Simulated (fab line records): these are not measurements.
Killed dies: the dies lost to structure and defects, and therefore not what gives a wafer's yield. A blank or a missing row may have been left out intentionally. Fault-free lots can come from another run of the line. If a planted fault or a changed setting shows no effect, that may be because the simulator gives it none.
Chamber matching / flow sky130 / rie diel-03 running SKY_PAD_OPEN_ETCH_07: 4 sister chambers
The step etches the open film in CF4/O2, stops on AlCu, target depth 725 nm, time 161.1 s. 4 wafers are shown with their chamber, then 8 later ones without.

EACH WAFER AND ITS CHAMBER
wafer=L079.4; chamber=0; drypump motor current A (A)=6.2
wafer=L079.6; chamber=3; drypump motor current A (A)=6.3
wafer=L083.5; chamber=2; drypump motor current A (A)=6.5
wafer=L093.1; chamber=1; drypump motor current A (A)=5.9

WAFERS WITHOUT THEIR CHAMBER
wafer=L093.2; drypump motor current A (A)=6.1
wafer=L093.4; drypump motor current A (A)=6.3
wafer=L094.2; drypump motor current A (A)=6.3
wafer=L094.3; drypump motor current A (A)=6.1
wafer=L094.4; drypump motor current A (A)=5.9
wafer=L095.4; drypump motor current A (A)=6.5
wafer=L095.5; drypump motor current A (A)=6.2
wafer=L095.6; drypump motor current A (A)=6.4

EACH ONE'S CHAMBER
wafer=L093.2; from the rows above=can't be placed: 0 or 1 or 3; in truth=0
wafer=L093.4; from the rows above=can't be placed: 3 or 0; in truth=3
wafer=L094.2; from the rows above=can't be placed: 3 or 0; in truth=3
wafer=L094.3; from the rows above=can't be placed: 0 or 1 or 3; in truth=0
wafer=L094.4; from the rows above=1; in truth=1
wafer=L095.4; from the rows above=2; in truth=2
wafer=L095.5; from the rows above=can't be placed: 0 or 3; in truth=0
wafer=L095.6; from the rows above=can't be placed: 2 or 3 or 0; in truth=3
Correctly placed: 2 of 8. From these rows, 6 cannot be placed; in 6 the true chamber is one of the candidates. Placed wrongly: 0.
How it was worked out, from the rows above alone: a wafer's distance from a chamber is the root of the sum, over the readings, of the square of ((its reading less the chamber's mean) divided by the reading's scatter). The wafer belongs to the nearest chamber; if the next one is less than 2 further off, it can't be placed. A chamber's mean is the mean of its shown wafers. The scatter (one wafer shown for each chamber): square how far every hidden wafer sits from the nearest shown wafer, average those squares and take the square root.
